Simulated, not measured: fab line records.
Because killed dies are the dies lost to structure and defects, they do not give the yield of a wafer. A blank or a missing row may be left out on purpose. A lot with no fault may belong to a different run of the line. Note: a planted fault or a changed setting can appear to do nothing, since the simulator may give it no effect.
Struck lot and sound lot, side by side -- flow sky130 -- 28 out of 708 route steps
Sound: these wafers, L240.1, L240.5, L240.6. The struck wafers were L255.3, L255.4, L255.5. The cause comes at the end.
Order at every step that has rows: each side's tool, ch and its chambers, its first start. Under that, the readings that differ: sound wafers -- struck wafers -- difference of the means -- sigmas: that difference in standard deviations of wafers without a fault.
alike: readings whose means differ by less than 2 such deviations, and words and numbers that are the same on both sides. not compared: withheld readings, readings that some wafer has no value for, bounds like >300 that may hide the same value, and numbers for which the record gives no deviation and whose values overlap.
A row with sigmas, a row that says differs or no value, or rows on one side alone: a step with any of these is where the two part. Numbers that have no deviation but don't overlap get no sigmas and don't part them. Lack of a reading on every wafer of one side parts them only where that side has two or more wafers.

SKY_SD_P_OVL_MEAS_08:
  sound on overlay-01 at day 26 02:59; struck on overlay-01 at day 31 09:45
  alike: SD_P_OVL
after that, 1 step had no rows for these wafers: SKY_SD_P_IMPLANT_09.
SKY_SD_P_STRIP_10: strips in O2/N2.
  sound on plasma-asher-02 ch 0,1, day 26 03:11; struck on plasma-asher-03 ch 0,1, day 31 09:57
  alike: drypump-motor-current-A, oes-product-au, strip-time-to-endpoint-s
  not compared: rf-hours-counter-h
SKY_SD_P_TW_MEAS_11:
  sound on film-metro-02 at day 26 03:17; struck on film-metro-01 at day 31 10:02
  alike: SD_P_TW
then, 8 steps without rows for these wafers: SKY_RES_XHIGH_DEHYDRATE_00 (time 60 s); SKY_RES_XHIGH_HMDS_01 (prime time 60 s); SKY_RES_XHIGH_COAT_02 (resist thk 1140 nm); SKY_RES_XHIGH_SOFTBAKE_03 (time 60 s); SKY_RES_XHIGH_EXPOSE_04 (exposes mask URPM, target cd 1270 nm); SKY_RES_XHIGH_PEB_05; SKY_RES_XHIGH_DEVELOP_06 (develop time 60 s); SKY_RES_XHIGH_IMPLANT_07.
SKY_RES_XHIGH_STRIP_08: strips in O2/N2.
  sound on plasma-asher-01 ch 0,1, day 27 08:37; struck on plasma-asher-04 ch 0,1, day 32 12:47
reading,sound,struck,difference,sigmas
oes-product-au (a.u.),0.717 0.710 0.722,0.906 0.905 0.899,+0.187,+45
strip-time-to-endpoint-s (s),14.22 14.27 14.26,- - -,no value on the struck wafers,
model.NOVOLAK_of_RES_XHIGH_COAT_02.thk-nm (nm),0 0 0,596.1 595.9 595.6,+595.9,
  alike: drypump-motor-current-A
  not compared: rf-hours-counter-h
SKY_RES_XHIGH_TW_MEAS_09:
  sound on film-metro-01 at day 27 08:43; struck on film-metro-03 at day 32 12:53
  alike: RES_XHIGH_TW
then, 7 steps without rows for these wafers: SKY_SD_N_DEHYDRATE_00 (time 60 s); SKY_SD_N_HMDS_01 (prime time 60 s); SKY_SD_N_COAT_02 (resist thk 1140 nm); SKY_SD_N_SOFTBAKE_03 (time 60 s); SKY_SD_N_EXPOSE_04 (exposes mask NSDM, target cd 380 nm); SKY_SD_N_PEB_05; SKY_SD_N_DEVELOP_06 (develop time 60 s).
SKY_SD_N_CD_MEAS_07: the cd target is 380 nm.
  sound on cd-sem-02 at day 28 11:52; struck on cd-sem-02 at day 33 15:25
  alike: cd-nm
SKY_SD_N_OVL_MEAS_08:
  sound on overlay-01 at day 28 11:59; struck on overlay-01 at day 33 15:30
  alike: SD_N_OVL
then, 2 steps without rows for these wafers: SKY_SD_N_IMPLANT_09; SKY_SD_N_IMPLANT_10.
SKY_SD_N_STRIP_11: strips in O2/N2.
  sound on plasma-asher-01 ch 0,1, day 28 12:19; struck on plasma-asher-01 ch 0,1, day 33 15:51
reading,sound,struck,difference,sigmas
oes-product-au (a.u.),0.535 0.522 0.528,0.584 0.578 0.590,+0.056,+13
strip-time-to-endpoint-s (s),22.63 22.53 22.63,31.42 31.41 31.41,+8.82,+99 or more
  alike: drypump-motor-current-A
  not compared: rf-hours-counter-h
SKY_SD_N_TW_MEAS_12:
  sound on film-metro-01 at day 28 12:25; struck on film-metro-01 at day 33 15:56
reading,sound,struck,difference,sigmas
SD_N_TW,3961 3953 3994,30 30 30,-3939,-99 or more
then, 1 step without rows for these wafers: SKY_SD_N_CLEAN_13 (cleans in SC1/SC2, time 150 s).

## WHERE THEY PART
Last at SKY_SD_N_TW_MEAS_12 as far as this record goes, first at SKY_RES_XHIGH_STRIP_08.

WHY: the cause the simulator had injected
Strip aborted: plasma-asher-04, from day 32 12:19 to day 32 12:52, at SKY_RES_XHIGH_STRIP_08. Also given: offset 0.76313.
